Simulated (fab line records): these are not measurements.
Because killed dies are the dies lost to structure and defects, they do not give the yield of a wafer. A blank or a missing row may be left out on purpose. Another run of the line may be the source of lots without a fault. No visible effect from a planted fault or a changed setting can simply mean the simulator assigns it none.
fab line records | flow sfqLine
record lots=6 | wafers=18 | lastDay=83
route steps=325 shown L0V@17 M0@28 I0@43 M1@58 M8@325
lots that met no fault: from a run of the same line without faults
startH: the number of hours between the record's first day and the start of the first shown wafer of the lot | waitH: hours from the lot's prior step to this one | " repeats the value in the row above | L1.1+2: several wafers, shown together as one row | - value missing, or start not given | * or withheld: withheld | < > ~ a bound
route shown NAME@n: NAME is a module with steps in the file, n the number in the route of the first one | usual: mean and standard deviation over wafers with no fault | same: alike in all rows | chamber/n: place in a boat | sites: each site's reading | _std_site: the values' standard deviation | _edge_site: outer sites' mean less inner sites' | radiusMm: how far each site lies from the wafer's centre | mask NAME#n: copy n | behind: the last tool/chamber to shape the wafer | hold: why the lot was held/for how many hours/how that ended | device: the n, p or np transistor that did not switch | end of line: at the end of the route, the tests of the same wafers | for a step that has no rows: nothing shown but its recipe | killed: at the first sort, the dies lost to defects and structure; wafer yield is something else | map: dies across one wafer; x = killed, . = not, _ = none there
set.NAME: the run value of the setting; set.NAME@STEP: its run value at that earlier step | model.NAME: the simulator's own value behind a step, which no gauge read
certain route steps with their lots: each step a table, each wafer a row
services: a tool's chamber out of use, with start hour (startH, from the record's first day; less than 0 if before it), hours out, and reason
## steps
# step SFQ_TRILAYER_L0_VIA_LITHO_COAT_018
# recipe resist=BARC | spinRpm=3000 | resistThkNm=62
# step SFQ_TRILAYER_L0_VIA_LITHO_COAT_013
# recipe resist=KrF | spinRpm=3063 | resistThkNm=650
# step SFQ_TRILAYER_L0_VIA_LITHO_SOFTBAKE_017
# recipe tempC=withheld | timeS=withheld | resist=KrF
# step SFQ_TRILAYER_L0_VIA_LITHO_EXPOSE_014
# recipe maskId=L0V | na=0.6 | sourceShape=conventional | sigmaOuter=0.65 | targetCdNm=700 | doseMj=21.3
# step SFQ_TRILAYER_L0_VIA_LITHO_PEB_016
# recipe pebTempC=115 | pebTimeS=60 | resist=KrF
# step SFQ_TRILAYER_L0_VIA_LITHO_DEVELOP_015
# recipe timeS=60 | resist=KrF
# step SFQ_L0V_OVL_MEAS_903
# usual L0V_OVL=-1/4.9
lot.wafer | tool       | chamber | startH | waitH | L0V_OVL[nm]
L866.1    | overlay-02 | -       | 150.91 | 0.1   | -7
L866.2    | "          | -       | "      | "     | -8
L866.3    | "          | -       | "      | "     | -9
L867.3    | overlay-02 | -       | 155.72 | 0.1   | -5
L867.5    | "          | -       | "      | "     | -5
L867.6    | "          | -       | "      | "     | -4
L868.3    | overlay-02 | -       | 164.12 | 0.1   | -3
L868.4    | "          | -       | "      | "     | -2
L868.5    | "          | -       | "      | "     | -1
L874.1    | overlay-01 | -       | 196.51 | 0.1   | -10
L874.3    | "          | -       | "      | "     | -8
L874.5    | "          | -       | "      | "     | -4
L875.1    | overlay-01 | -       | 198.91 | 0.1   | -2
L875.2    | "          | -       | "      | "     | -7
L875.5    | "          | -       | "      | "     | -7
L880.1    | overlay-01 | -       | 231.11 | 0.1   | 1
L880.3    | "          | -       | "      | "     | -1
L880.6    | "          | -       | "      | "     | 0
# step SFQ_TRILAYER_L0_VIA_BARC_OPEN_VIA_ETCH_021
# recipe maskMaterial=PR | chemistry=O2 | targetDepthNm=125 | target=BARC | sourceW=500 | biasW=80 | pressureMtorr=30 | timeS=41.7
# usual chamberPressureMTorr=30.00/0.035 | drypumpMotorCurrentA=5.9/0.32 | oesProductAu=0.685/0.0043
lot.wafer | tool       | chamber | startH | waitH | chamberPressureMTorr | drypumpMotorCurrentA | oesProductAu | rfHoursCounterH
L866.1    | rieDiel-03 | 3       | 150.94 | 0.0   | 29.97                | 6.1                  | 0.686        | 62
L866.2    | "          | 0       | "      | "     | 29.98                | 5.9                  | 0.691        | 50
L866.3    | "          | 1       | "      | "     | 29.99                | 5.6                  | 0.686        | 7
L867.3    | rieDiel-02 | 1       | 155.74 | 0.0   | 30.03                | 6.0                  | 0.687        | 154
L867.5    | "          | 3       | "      | "     | 29.96                | 6.5                  | 0.682        | -
L867.6    | "          | 2       | "      | "     | 29.98                | 5.3                  | 0.690        | -
L868.3    | rieDiel-03 | 2       | 164.14 | 0.0   | 30.01                | 6.2                  | 0.687        | 136
L868.4    | "          | 0       | "      | "     | 30.07                | 6.0                  | 0.683        | 50
L868.5    | "          | 3       | "      | "     | 30.03                | 6.1                  | 0.692        | -
L874.1    | rieDiel-03 | 3       | 196.54 | 0.0   | 30.00                | 6.1                  | 0.682        | 63
L874.3    | "          | 2       | "      | "     | 30.05                | 6.2                  | 0.687        | 137
L874.5    | "          | 3       | "      | "     | 29.99                | 6.1                  | 0.688        | -
L875.1    | rieDiel-01 | 3       | 198.94 | 0.0   | 30.00                | 5.7                  | 0.683        | 25
L875.2    | "          | 1       | "      | "     | 30.03                | 5.6                  | 0.686        | 141
L875.5    | "          | 3       | "      | "     | 29.99                | 5.7                  | 0.690        | -
L880.1    | rieDiel-02 | 2       | 231.14 | 0.0   | 30.02                | 5.3                  | 0.685        | 37
L880.3    | "          | 0       | "      | "     | 30.01                | 5.6                  | 0.680        | 139
L880.6    | "          | 3       | "      | "     | 30.02                | 6.5                  | 0.695        | -
# step SFQ_TRILAYER_L0_VIA_ETCH_VIA_ETCH_016
# recipe target=SiO2 | stopOn=MoNx_KI | maskMaterial=PR | chemistry=CHF3 | targetDepthNm=80 | sourceW=500 | biasW=80 | pressureMtorr=30 | timeS=withheld
# usual chamberPressureMTorr=30.00/0.03 | drypumpMotorCurrentA=5.9/0.32 | oesProductAu=0.843/0.0077
lot.wafer | tool       | chamber | startH | waitH | chamberPressureMTorr | drypumpMotorCurrentA | oesProductAu
L866.1    | rieDiel-03 | 3       | 150.98 | 0.0   | 30.00                | 6.1                  | 0.850
L866.2    | "          | 0       | "      | "     | 30.01                | 5.9                  | 0.843
L866.3    | "          | 1       | "      | "     | 29.99                | 5.6                  | 0.831
L867.3    | rieDiel-02 | 1       | 155.78 | 0.0   | 29.98                | 6.0                  | 0.831
L867.5    | "          | 3       | "      | "     | 29.99                | 6.5                  | 0.846
L867.6    | "          | 2       | "      | "     | 30.06                | 5.3                  | 0.839
L868.3    | rieDiel-03 | 2       | 164.18 | 0.0   | 30.03                | 6.2                  | 0.844
L868.4    | "          | 0       | "      | "     | 29.96                | 6.0                  | 0.849
L868.5    | "          | 3       | "      | "     | 30.00                | 6.1                  | 0.839
L874.1    | rieDiel-03 | 3       | 196.58 | 0.0   | 30.00                | 6.1                  | 0.841
L874.3    | "          | 2       | "      | "     | 30.01                | 6.2                  | 0.838
L874.5    | "          | 3       | "      | "     | 30.01                | 6.1                  | 0.854
L875.1    | rieDiel-01 | 3       | 198.98 | 0.0   | 29.97                | 5.7                  | 0.843
L875.2    | "          | 1       | "      | "     | 29.97                | 5.6                  | 0.842
L875.5    | "          | 3       | "      | "     | 30.00                | 5.6                  | 0.856
L880.1    | rieDiel-02 | 2       | 231.18 | 0.0   | 29.99                | 5.3                  | 0.831
L880.3    | "          | 0       | "      | "     | 30.01                | 5.6                  | 0.839
L880.6    | "          | 3       | "      | "     | 30.03                | 6.5                  | 0.848
# step SFQ_TRILAYER_L0_VIA_STRIP_STRIP_017
# recipe gas=O2 | powerW=200 | platenTempC=40 | overashFraction=0.65 | chemistry=O2 | pressureMtorr=50
# step SFQ_TRILAYER_L0_VIA_STRIP_SOLV_CLEAN_018
# recipe chemistry=NMP | tempC=70 | timeS=600
# step SFQ_TRILAYER_M0_DEP_PRE_CLEAN_020
# recipe gas=Ar | timeS=15 | biasV=250
# step SFQ_TRILAYER_M0_DEP_SPUTTER_019
# recipe material=Nb | basePressurePa=1.33e-06 | chamberPressurePa=0.1333 | substrateTempC=20 | resputterCathodeVoltageV=400 | targetThkNm=200 | powerW=1958 | timeS=133.3
# usual basePressurePa=1.34e-06/8.5e-08 | resputterCathodeVoltageV=399/4 | throttleValvePct=30.0/0.85
lot.wafer | tool          | chamber | startH | waitH | basePressurePa | resputterCathodeVoltageV | throttleValvePct | model.Nb_of_TRILAYER_M0_DEP_SPUTTER_019.thkNm
L866.1    | pvdSputter-05 | -       | 151.83 | 0.0   | 1.27e-06       | 409                      | 30.5             | 193.7
L866.2    | "             | -       | "      | "     | 1.42e-06       | 388                      | 29.9             | 194.2
L866.3    | "             | -       | "      | "     | 1.3e-06        | 406                      | 28.0             | 193.7
L867.3    | pvdSputter-05 | -       | 156.63 | 0.0   | 1.38e-06       | 402                      | 27.9             | 198.2
L867.5    | "             | -       | "      | "     | 1.27e-06       | 392                      | 29.8             | 198.8
L867.6    | "             | -       | "      | "     | 1.49e-06       | 399                      | 30.1             | 199.6
L868.3    | pvdSputter-05 | -       | 165.03 | 0.0   | 1.37e-06       | 393                      | 30.2             | 200.5
L868.4    | "             | -       | "      | "     | 1.33e-06       | 399                      | 30.3             | 200.6
L868.5    | "             | -       | "      | "     | 1.32e-06       | 396                      | 29.8             | 200.3
L874.1    | pvdSputter-03 | -       | 197.43 | 0.0   | 1.36e-06       | 404                      | 30.2             | 193
L874.3    | "             | -       | "      | "     | 1.22e-06       | 401                      | 29.8             | 193.7
L874.5    | "             | -       | "      | "     | 1.28e-06       | 400                      | 30.4             | 193.1
L875.1    | pvdSputter-03 | -       | 199.83 | 0.0   | 1.22e-06       | 398                      | 28.8             | 198.4
L875.2    | "             | -       | "      | "     | 1.16e-06       | 408                      | 29.7             | 196
L875.5    | "             | -       | "      | "     | 1.27e-06       | 400                      | 30.3             | 196.2
L880.1    | pvdSputter-04 | -       | 232.03 | 0.0   | 1.37e-06       | 396                      | 28.2             | 192.9
L880.3    | "             | -       | "      | "     | 1.43e-06       | 397                      | 30.4             | 193.2
L880.6    | "             | -       | "      | "     | 1.34e-06       | 400                      | 30.8             | 191.1
# step SFQ_M0_RS_MEAS_904
# recipe thkMeasGauge=four-point-probe | reads=Nb_of_TRILAYER_M0_DEP_SPUTTER_019
# usual M0_NB_RS=0.911/0.0088
lot.wafer | tool         | chamber | startH | waitH | M0_NB_RS[ohm/sq]
L866.1    | filmMetro-02 | -       | 151.92 | 0.0   | 0.921
L866.2    | "            | -       | "      | "     | 0.917
L866.3    | "            | -       | "      | "     | 0.917
L867.3    | filmMetro-01 | -       | 156.76 | 0.1   | 0.901
L867.5    | "            | -       | "      | "     | 0.896
L867.6    | "            | -       | "      | "     | 0.891
L868.3    | filmMetro-01 | -       | 165.16 | 0.1   | 0.888
L868.4    | "            | -       | "      | "     | 0.889
L868.5    | "            | -       | "      | "     | 0.890
L874.1    | filmMetro-01 | -       | 197.52 | 0.0   | 0.923
L874.3    | "            | -       | "      | "     | 0.920
L874.5    | "            | -       | "      | "     | 0.924
L875.1    | filmMetro-04 | -       | 199.92 | 0.0   | 0.897
L875.2    | "            | -       | "      | "     | 0.907
L875.5    | "            | -       | "      | "     | 0.909
L880.1    | filmMetro-04 | -       | 232.12 | 0.0   | 0.924
L880.3    | "            | -       | "      | "     | 0.919
L880.6    | "            | -       | "      | "     | 0.932
# step SFQ_TRILAYER_M0_LITHO_COAT_026
# recipe resist=BARC | spinRpm=3000 | resistThkNm=62
# step SFQ_TRILAYER_M0_LITHO_COAT_021
# recipe resist=KrF | spinRpm=3000 | resistThkNm=600
# step SFQ_TRILAYER_M0_LITHO_SOFTBAKE_025
# recipe tempC=withheld | timeS=withheld | resist=KrF
# step SFQ_TRILAYER_M0_LITHO_EXPOSE_022
# recipe maskId=M0 | na=0.6 | sourceShape=conventional | sigmaOuter=0.65 | targetCdNm=500 | doseMj=14.55
# step SFQ_TRILAYER_M0_LITHO_PEB_024
# recipe pebTempC=115 | pebTimeS=60 | resist=KrF
# step SFQ_TRILAYER_M0_LITHO_DEVELOP_023
# recipe timeS=60 | resist=KrF
# step SFQ_M0_OVL_MEAS_906
# usual M0_OVL=2/4.9
lot.wafer | tool       | chamber | startH | waitH | M0_OVL[nm]
L866.1    | overlay-01 | -       | 239.51 | 0.1   | 0
L866.2    | "          | -       | "      | "     | 3
L866.3    | "          | -       | "      | "     | -1
L867.3    | overlay-02 | -       | 245.52 | 0.1   | -2
L867.5    | "          | -       | "      | "     | 2
L867.6    | "          | -       | "      | "     | 3
L868.3    | overlay-02 | -       | 253.92 | 0.1   | 10
L868.4    | "          | -       | "      | "     | 10
L868.5    | "          | -       | "      | "     | 9
L874.1    | overlay-01 | -       | 289.91 | 0.1   | 5
L874.3    | "          | -       | "      | "     | 10
L874.5    | "          | -       | "      | "     | 1
L875.1    | overlay-01 | -       | 291.11 | 0.1   | -2
L875.2    | "          | -       | "      | "     | -12
L875.5    | "          | -       | "      | "     | -8
L880.1    | overlay-02 | -       | 326.04 | 0.1   | 3
L880.3    | "          | -       | "      | "     | 3
L880.6    | "          | -       | "      | "     | 0
# step SFQ_TRILAYER_M0_BARC_OPEN_METAL_ETCH_031
# recipe maskMaterial=PR | chemistry=O2 | targetDepthNm=125 | target=BARC | icpW=600 | biasW=80 | pressureMtorr=10 | timeS=41.7
# step SFQ_TRILAYER_M0_ETCH_METAL_ETCH_024
# recipe target=Nb | stopOn=SiO2 | maskMaterial=PR | chemistry=Cl2/Ar | targetDepthNm=240 | icpW=600 | biasW=80 | pressureMtorr=10 | timeS=120
# usual chamberPressureMTorr=9.999/0.0092 | drypumpMotorCurrentA=5.29/0.16 | oesProductAu=0.884/0.0066
lot.wafer | tool        | chamber | startH | waitH | chamberPressureMTorr | drypumpMotorCurrentA | oesProductAu | rfHoursCounterH | model.etch.depthNm | model.M0.featureDepthNm
L866.1    | rieMetal-02 | 0       | 239.60 | 0.0   | 9.995                | 5.29                 | 0.882        | 60              | 193.7              | 193.7
L866.2    | "           | 1       | "      | "     | 10.010               | 5.30                 | 0.877        | 110             | 194.2              | 194.2
L866.3    | "           | 1       | "      | "     | 9.996                | 5.27                 | 0.873        | -               | 193.7              | 193.7
L867.3    | rieMetal-01 | 1       | 245.65 | 0.1   | 10.005               | 5.62                 | 0.885        | -               | 198.2              | 198.2
L867.5    | "           | 1       | "      | "     | 10.011               | 5.62                 | 0.894        | -               | 198.8              | 198.8
L867.6    | "           | 0       | "      | "     | 10.001               | 5.20                 | 0.906        | -               | 199.6              | 199.6
L868.3    | rieMetal-02 | 1       | 254.05 | 0.1   | 10.000               | 5.29                 | 0.888        | -               | 200.5              | 200.5
L868.4    | "           | 0       | "      | "     | 10.002               | 5.28                 | 0.904        | -               | 200.6              | 200.6
L868.5    | "           | 1       | "      | "     | 10.008               | 5.25                 | 0.890        | -               | 200.3              | 200.3
L874.1    | rieMetal-04 | 1       | 290.00 | 0.0   | 9.999                | 5.44                 | 0.875        | 166             | 193                | 193
L874.3    | "           | 1       | "      | "     | 9.992                | 5.46                 | 0.880        | -               | 193.7              | 193.7
L874.5    | "           | 0       | "      | "     | 9.991                | 5.02                 | 0.876        | -               | 193.1              | 193.1
L875.1    | rieMetal-01 | 0       | 291.20 | 0.0   | 10.017               | 5.21                 | 0.891        | 93              | 198.4              | 198.4
L875.2    | "           | 1       | "      | "     | 10.009               | 5.61                 | 0.889        | 66              | 196                | 196
L875.5    | "           | 1       | "      | "     | 10.004               | 5.60                 | 0.882        | -               | 196.2              | 196.2
L880.1    | rieMetal-04 | 0       | 326.13 | 0.0   | 9.992                | 5.06                 | 0.872        | 135             | 192.9              | 192.9
L880.3    | "           | 1       | "      | "     | 10.006               | 5.46                 | 0.880        | -               | 193.2              | 193.2
L880.6    | "           | 0       | "      | "     | 9.994                | 5.03                 | 0.868        | -               | 191.1              | 191.1
# step SFQ_TRILAYER_M0_STRIP_STRIP_025
# recipe gas=O2 | powerW=200 | platenTempC=40 | overashFraction=0.65 | chemistry=O2 | pressureMtorr=50
# step SFQ_TRILAYER_M0_STRIP_SOLV_CLEAN_026
# recipe chemistry=NMP | tempC=70 | timeS=600
# step SFQ_TRILAYER_I0_DEP_PECVD_027
# recipe material=SiO2 | tempC=150 | timeS=111.11 | pressureTorr=2.4 | rfW=183.3 | precursor=SiH4/N2O | targetThkNm=500
# step SFQ_TRILAYER_I0_CMP_CMP_028
# recipe material=SiO2 | downForcePsi=3 | platenRpm=60 | padVelocityMS=0.94248
# usual motorCurrentA=9.4/0.71 | timeToEndpointS=215/7.1
lot.wafer | tool   | chamber | startH | waitH | motorCurrentA | timeToEndpointS
L866.2    | cmp-02 | 3       | 246.64 | 6.1   | 8.6           | 217
L866.1    | "      | 0       | "      | "     | 9.2           | 217
L866.3    | "      | 2       | 248.14 | 7.6   | 8.6           | 209
L867.3    | cmp-02 | 0       | 254.14 | 7.6   | 9.0           | 206
L867.6    | "      | 1       | "      | "     | 9.7           | 209
L867.5    | "      | 2       | "      | "     | 9.0           | 212
L868.3    | cmp-02 | 2       | 270.64 | 15.7  | 8.5           | 209
L868.4    | "      | 1       | 272.14 | 17.2  | 9.4           | 220
L868.5    | "      | 3       | 273.14 | 18.2  | 8.9           | 219
L874.1    | cmp-02 | 3       | 301.64 | 10.7  | 8.6           | 208
L874.3    | "      | 0       | "      | "     | 8.9           | 220
L874.5    | "      | 1       | "      | "     | 9.4           | 211
L875.2    | cmp-02 | 0       | 303.64 | 11.5  | 8.8           | 229
L875.1    | "      | 2       | 304.64 | 12.5  | 8.4           | 213
L875.5    | "      | 1       | 306.14 | 14.0  | 9.3           | 226
L880.1    | cmp-01 | 2       | 335.74 | 8.7   | 10.0          | 208
L880.3    | "      | 1       | 337.24 | 10.2  | 9.9           | 207
L880.6    | "      | 3       | 338.24 | 11.1  | 10.7          | 217
# step SFQ_I0_BOW_MEAS_907
# recipe mode=bow
# usual I0_BOW=1/7.2
lot.wafer | tool         | chamber | startH | waitH | I0_BOW[um]
L866.1    | filmMetro-03 | -       | 249.64 | 2.0   | -14
L866.2    | "            | -       | "      | "     | -1
L866.3    | "            | -       | "      | "     | -2
L867.3    | filmMetro-01 | -       | 255.68 | 1.0   | 2
L867.5    | "            | -       | "      | "     | -6
L867.6    | "            | -       | "      | "     | 5
L868.3    | filmMetro-04 | -       | 273.68 | 2.5   | 10
L868.4    | "            | -       | "      | "     | 13
L868.5    | "            | -       | "      | "     | 0
L874.1    | filmMetro-03 | -       | 303.64 | 1.5   | 8
L874.3    | "            | -       | "      | "     | -17
L874.5    | "            | -       | "      | "     | 6
L875.1    | filmMetro-03 | -       | 306.64 | 1.5   | -8
L875.2    | "            | -       | "      | "     | 0
L875.5    | "            | -       | "      | "     | 8
L880.1    | filmMetro-03 | -       | 338.74 | 2.5   | 2
L880.3    | "            | -       | "      | "     | 14
L880.6    | "            | -       | "      | "     | -1
# step SFQ_TRILAYER_I0_METRO_MEASURE_029
# step SFQ_TRILAYER_I0_VIA_LITHO_COAT_036
# recipe resist=BARC | spinRpm=3000 | resistThkNm=62
# step SFQ_TRILAYER_I0_VIA_LITHO_COAT_031
# recipe resist=KrF | spinRpm=3000 | resistThkNm=650
# step SFQ_TRILAYER_I0_VIA_LITHO_SOFTBAKE_035
# recipe tempC=withheld | timeS=withheld | resist=KrF
# step SFQ_TRILAYER_I0_VIA_LITHO_EXPOSE_032
# recipe maskId=I0 | na=0.6 | sourceShape=conventional | sigmaOuter=0.65 | targetCdNm=500 | doseMj=21.57
# step SFQ_TRILAYER_I0_VIA_LITHO_PEB_034
# recipe pebTempC=115 | pebTimeS=60 | resist=KrF
# step SFQ_TRILAYER_I0_VIA_LITHO_DEVELOP_033
# recipe timeS=60 | resist=KrF
# step SFQ_I0_OVL_MEAS_908
# usual I0_OVL=0/4.5
lot.wafer | tool       | chamber | startH | waitH | I0_OVL[nm]
L866.1    | overlay-02 | -       | 350.04 | 0.1   | 1
L866.2    | "          | -       | "      | "     | 9
L866.3    | "          | -       | "      | "     | 5
L867.3    | overlay-02 | -       | 357.25 | 0.1   | 8
L867.5    | "          | -       | "      | "     | 2
L867.6    | "          | -       | "      | "     | 8
L868.3    | overlay-02 | -       | 378.80 | 0.1   | -6
L868.4    | "          | -       | "      | "     | 0
L868.5    | "          | -       | "      | "     | 4
L874.1    | overlay-01 | -       | 418.19 | 0.1   | 2
L874.3    | "          | -       | "      | "     | 5
L874.5    | "          | -       | "      | "     | 3
L875.1    | overlay-02 | -       | 422.99 | 0.1   | 2
L875.2    | "          | -       | "      | "     | 2
L875.5    | "          | -       | "      | "     | 1
L880.1    | overlay-01 | -       | 461.39 | 0.1   | -1
L880.3    | "          | -       | "      | "     | -8
L880.6    | "          | -       | "      | "     | -2
# step SFQ_TRILAYER_I0_VIA_BARC_OPEN_VIA_ETCH_046
# recipe maskMaterial=PR | chemistry=O2 | targetDepthNm=125 | target=BARC | sourceW=500 | biasW=80 | pressureMtorr=30 | timeS=41.7
# usual chamberPressureMTorr=30.001/0.028 | drypumpMotorCurrentA=5.81/0.29 | oesProductAu=0.685/0.0047
lot.wafer | tool       | chamber | startH | waitH | chamberPressureMTorr | drypumpMotorCurrentA | oesProductAu | rfHoursCounterH
L866.1    | rieDiel-01 | 3       | 350.07 | 0.0   | 30.045               | 5.66                 | 0.687        | 27
L866.2    | "          | 2       | "      | "     | 29.998               | 5.53                 | 0.679        | 119
L866.3    | "          | 0       | "      | "     | 30.007               | 6.05                 | 0.676        | 1
L867.3    | rieDiel-02 | 0       | 357.27 | 0.0   | 29.986               | 5.62                 | 0.686        | 1
L867.5    | "          | 2       | "      | "     | 29.972               | 5.29                 | 0.688        | -
L867.6    | "          | 0       | "      | "     | 29.964               | 5.59                 | 0.687        | -
L868.3    | rieDiel-04 | 1       | 378.83 | 0.0   | 29.957               | 6.10                 | 0.684        | 66
L868.4    | "          | 0       | "      | "     | 29.958               | 5.49                 | 0.679        | 53
L868.5    | "          | 0       | "      | "     | 29.949               | 5.46                 | 0.683        | -
L874.1    | rieDiel-02 | 2       | 418.23 | 0.0   | 29.990               | 5.29                 | 0.685        | 40
L874.3    | "          | 0       | "      | "     | 29.995               | 5.57                 | 0.687        | 2
L874.5    | "          | 2       | "      | "     | 30.019               | 5.30                 | 0.697        | -
L875.1    | rieDiel-01 | 3       | 423.03 | 0.0   | 30.036               | 5.66                 | 0.689        | 28
L875.2    | "          | 1       | "      | "     | 30.017               | 5.57                 | 0.690        | 2
L875.5    | "          | 0       | "      | "     | 30.026               | 6.03                 | 0.685        | -
L880.1    | rieDiel-04 | 0       | 461.43 | 0.0   | 30.021               | 5.48                 | 0.690        | 54
L880.3    | "          | 3       | "      | "     | 29.976               | 5.92                 | 0.691        | 10
L880.6    | "          | 1       | "      | "     | 30.048               | 6.07                 | 0.680        | -
# step SFQ_TRILAYER_I0_VIA_ETCH_VIA_ETCH_034
# recipe target=SiO2 | stopOn=Nb | maskMaterial=PR | taperDeg=20 | chemistry=CHF3 | targetDepthNm=260 | sourceW=500 | biasW=80 | pressureMtorr=30 | timeS=withheld
# step SFQ_TRILAYER_I0_VIA_STRIP_STRIP_035
# recipe gas=O2 | powerW=200 | platenTempC=40 | overashFraction=0.65 | chemistry=O2 | pressureMtorr=50
# usual chamberPressureMTorr=50.00/0.044 | drypumpMotorCurrentA=5.3/0.33 | oesProductAu=1.005/0.0091
lot.wafer | tool        | chamber | startH | waitH | chamberPressureMTorr | drypumpMotorCurrentA | oesProductAu | rfHoursCounterH
L866.1    | rieMetal-03 | 1       | 350.22 | -     | 50.02                | 5.8                  | 1.023        | 51
L866.2    | "           | 0       | "      | "     | 49.99                | 4.8                  | 1.012        | 10
L866.3    | "           | 1       | "      | "     | 50.05                | 5.8                  | 1.020        | -
L867.3    | rieMetal-01 | 0       | 357.62 | -     | 50.02                | 5.2                  | 1.004        | -
L867.5    | "           | 0       | "      | "     | 49.94                | 5.2                  | 1.006        | -
L867.6    | "           | 1       | "      | "     | 49.97                | 5.6                  | 1.010        | -
L868.3    | rieMetal-01 | 1       | 379.18 | -     | 50.05                | 5.6                  | 1.010        | -
L868.4    | "           | 0       | "      | "     | 50.02                | 5.2                  | 1.001        | -
L868.5    | "           | 0       | "      | "     | 49.98                | 5.2                  | 0.992        | -
L874.1    | rieMetal-01 | 1       | 418.38 | -     | 50.00                | 5.6                  | 1.009        | 88
L874.3    | "           | 1       | "      | "     | 50.02                | 5.6                  | 1.000        | -
L874.5    | "           | 1       | "      | "     | 49.96                | 5.6                  | 1.009        | -
L875.1    | rieMetal-02 | 0       | 423.18 | -     | 50.03                | 5.3                  | 0.990        | 94
L875.2    | "           | 1       | "      | "     | 50.04                | 5.3                  | 1.003        | 145
L875.5    | "           | 0       | "      | "     | 50.02                | 5.3                  | 0.993        | -
L880.1    | rieMetal-01 | 1       | 461.58 | -     | 49.89                | 5.6                  | 1.010        | 95
L880.3    | "           | 0       | "      | "     | 49.93                | 5.2                  | 1.007        | -
L880.6    | "           | 1       | "      | "     | 50.01                | 5.6                  | 1.004        | -
# step SFQ_TRILAYER_I0_VIA_STRIP_SOLV_CLEAN_036
# recipe chemistry=NMP | tempC=70 | timeS=600
# step SFQ_TRILAYER_M1_DEP_PRE_CLEAN_038
# recipe gas=Ar | timeS=22.5 | biasV=250
# step SFQ_M8_BOW_MEAS_951
# recipe mode=bow
# usual M8_BOW=8/9.6
lot.wafer | tool         | chamber | startH  | waitH | M8_BOW[um] | model.etest.m0.ohmUm | model.etest.m0.ohmSq
L866.1    | filmMetro-03 | -       | 1773.29 | 0.0   | -5         | 1.853                | 0.9191
L866.2    | "            | -       | "       | "     | 7          | 1.839                | 0.9169
L866.3    | "            | -       | "       | "     | 6          | 1.85                 | 0.9191
L867.3    | filmMetro-01 | -       | 1776.92 | 0.0   | 5          | 1.806                | 0.8986
L867.5    | "            | -       | "       | "     | -4         | 1.801                | 0.8957
L867.6    | "            | -       | "       | "     | 7          | 1.792                | 0.892
L868.3    | filmMetro-01 | -       | 1778.28 | 0.0   | 11         | 1.779                | 0.8881
L868.4    | "            | -       | "       | "     | 13         | 1.789                | 0.8878
L868.5    | "            | -       | "       | "     | 1          | 1.786                | 0.8892
L874.1    | filmMetro-03 | -       | 1953.18 | 0.0   | 3          | 1.845                | 0.9227
L874.3    | "            | -       | "       | "     | -22        | 1.84                 | 0.9192
L874.5    | "            | -       | "       | "     | 0          | 1.854                | 0.9222
L875.1    | filmMetro-01 | -       | 1955.58 | 0.0   | 0          | 1.811                | 0.8976
L875.2    | "            | -       | "       | "     | 5          | 1.837                | 0.9083
L875.5    | "            | -       | "       | "     | 14         | 1.831                | 0.9075
L880.1    | filmMetro-03 | -       | 1989.30 | 0.0   | 4          | 1.87                 | 0.9233
L880.3    | "            | -       | "       | "     | 16         | 1.856                | 0.9215
L880.6    | "            | -       | "       | "     | 1          | 1.885                | 0.9319
## services
tool        | chamber | startH | hours | kind
rieDiel-03  | 0       | 131.44 | 16.1  | repair
rieDiel-01  | -       | 149.05 | 0.6   | repair
rieMetal-01 | -       | 183.82 | 4.3   | pm
cmp-02      | -       | 190.21 | 1.0   | repair
rieDiel-03  | -       | 191.62 | 2.8   | pm
rieDiel-03  | -       | 235.72 | 0.7   | repair
cmp-02      | -       | 236.64 | 4.0   | pm
rieDiel-03  | 3       | 248.82 | 3.4   | repair
rieDiel-01  | 3       | 259.51 | 21.5  | repair
rieDiel-03  | 0       | 263.73 | 13.0  | repair
cmp-02      | -       | 284.19 | 1.0   | repair
rieDiel-01  | -       | 294.75 | 14.6  | pm
rieDiel-01  | 2       | 317.17 | 12.3  | repair
rieDiel-02  | 3       | 340.13 | 123.5 | repair
rieMetal-01 | -       | 351.33 | 2.8   | pm
rieDiel-02  | -       | 359.70 | 2.8   | pm
cmp-02      | -       | 369.64 | 3.8   | pm
rieDiel-02  | -       | 382.32 | 0.2   | repair
rieDiel-03  | 1       | 383.29 | 2.8   | repair
rieDiel-03  | -       | 408.24 | 1.1   | repair
rieDiel-03  | 1       | 422.42 | 9.0   | repair
rieMetal-01 | -       | 427.14 | 14.6  | pm
rieDiel-03  | 0       | 442.98 | 7.7   | repair
rieMetal-01 | 0       | 443.13 | 12.8  | repair
## key
firstSign step=SFQ_M0_RS_MEAS_904 | reading=M0_NB_RS | direction=down | sigmas=2 | usual=0.911 | struck=0.893
effect none on later readings
modelEffect step=SFQ_TRILAYER_M0_DEP_SPUTTER_019 | value=Nb_of_TRILAYER_M0_DEP_SPUTTER_019.thkNm | without=196.2 | struck=199.6
modelEffect step=SFQ_TRILAYER_M0_ETCH_METAL_ETCH_024 | value=etch.depthNm | without=196.2 | struck=199.6
modelEffect step=SFQ_M8_BOW_MEAS_951 | value=etest.m0.ohmUm | without=1.824 | struck=1.792
metAt SFQ_TRILAYER_M0_DEP_SPUTTER_019
struckWafers L867.3,L867.5,L867.6,L868.3,L868.4,L868.5
onsetBetween 151.83 156.63
fault kind=processParameterDrift | tool=pvdSputter-05 | chamber=- | onsetH=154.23 | steps=SFQ_TRILAYER_M0_DEP_SPUTTER_019 | channel=targetThkNm | offset=3.5572 | shape=step | endH=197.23 | actsIn=theseRecipesOnly | stated=200
